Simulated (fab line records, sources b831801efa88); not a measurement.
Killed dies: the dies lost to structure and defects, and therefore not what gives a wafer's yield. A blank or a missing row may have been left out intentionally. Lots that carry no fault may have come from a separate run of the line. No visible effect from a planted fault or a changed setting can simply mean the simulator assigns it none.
Split-lot experiment | flow gf180mcu | 23 wafers read across 5 lots, on a route 602 steps long

## ON THE SPLIT
At GF_VT_IMPLANT_IMPLANT_30, the setting energy-kev was moved away from the recipe's 25 on 6 of the 23 wafers read, by +4.0% to +8.9%. This setting was run at the recipe's value on the other wafers.

## FROM THE SPLIT ON TO THE READING: in between, the file shows 1 step
- GF_VT_IMPLANT_STRIP_31: strips in O2/N2

## THE READING
VT_IMPLANT_3_TW, at GF_VT_IMPLANT_TW_MEAS_32. On this fab line, fault-free wafers typically give 270.0 with a standard deviation of 1.6.

wafer  | tool, chamber at the split | energy-kev as run | against the recipe | VT_IMPLANT_3_TW | against lot-mates on the recipe
L076.2 | implanter-01, 0            | 25                | recipe             | 271.3           | -
L076.3 | implanter-01, 0            | 25                | recipe             | 272.0           | -
L076.4 | implanter-01, 0            | 25                | recipe             | 272.9           | -
L076.5 | implanter-01, 0            | 25                | recipe             | 271.4           | -
L076.6 | implanter-01, 0            | 25                | recipe             | 271.3           | -
L079.2 | implanter-03, 0            | 25                | recipe             | 269.7           | -
L079.3 | implanter-03, 0            | 25                | recipe             | 267.8           | -
L079.6 | implanter-03, 0            | 25                | recipe             | 269.4           | -
L082.2 | implanter-01, 0            | 27.23             | +8.9%              | 274.3           | +5.0
L082.3 | implanter-01, 0            | 25                | recipe             | 269.4           | -
L082.4 | implanter-01, 0            | 25                | recipe             | 268.9           | -
L082.5 | implanter-01, 0            | 27.23             | +8.9%              | 273.5           | +4.2
L082.6 | implanter-01, 0            | 25                | recipe             | 269.6           | -
L083.1 | implanter-04, 0            | 25                | recipe             | 268.8           | -
L083.3 | implanter-04, 0            | 26.99             | +8.0%              | 274.3           | +5.1
L083.4 | implanter-04, 0            | 26.99             | +8.0%              | 272.5           | +3.3
L083.5 | implanter-04, 0            | 25                | recipe             | 269.7           | -
L083.6 | implanter-04, 0            | 25                | recipe             | 269.2           | -
L084.1 | implanter-04, 0            | 25                | recipe             | 271.4           | -
L084.3 | implanter-04, 0            | 25                | recipe             | 269.7           | -
L084.4 | implanter-04, 0            | 26.01             | +4.0%              | 273.7           | +2.2
L084.5 | implanter-04, 0            | 25                | recipe             | 273.3           | -
L084.6 | implanter-04, 0            | 26.01             | +4.0%              | 274.0           | +2.5

THE FIT
A straight line over all 23 wafers: VT_IMPLANT_3_TW changes by +0.428 for each +1% of energy-kev; r = +0.70; the points scatter about the line by 1.5.
The same after taking each lot's own level away (the mean of its wafers on the recipe; 23 wafers): +0.524 for each +1%; r = +0.91; scatter 0.8.
Per that fit: largest energy-kev move, reading shift of 4.7.
The span of the lots' own levels, 268.97 to 271.78, comes to 1.8 times the standard deviation stated above.
So the lot-to-lot level blurs the effect unless lot-mates are compared.
Check: with one of the wafers moved furthest among these (+8.9%) left out of the fit, the line predicts +4.59 for it against its lot-mates. It came out at +5 against them.

## THE WHOLE CHAIN: every reading that the file lists as answering this split, in the file's order
step                     | what it does | reading                                                         | change (the file's fit)               | r (the file's)
GF_VT_IMPLANT_IMPLANT_30 |              | implant.rp-nm (the simulator's own value, which no gauge read)  | +0.808 nm for each +1% of the setting | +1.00
GF_VT_IMPLANT_IMPLANT_30 |              | implant.drp-nm (the simulator's own value, which no gauge read) | +0.409 nm for each +1% of the setting | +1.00
GF_VT_IMPLANT_TW_MEAS_32 |              | VT_IMPLANT_3_TW                                                 | +0.527 for each +1% of the setting    | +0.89

## THE FILE'S OWN FIT
VT_IMPLANT_3_TW changes by +0.527 for each +1% of energy-kev, r = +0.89.
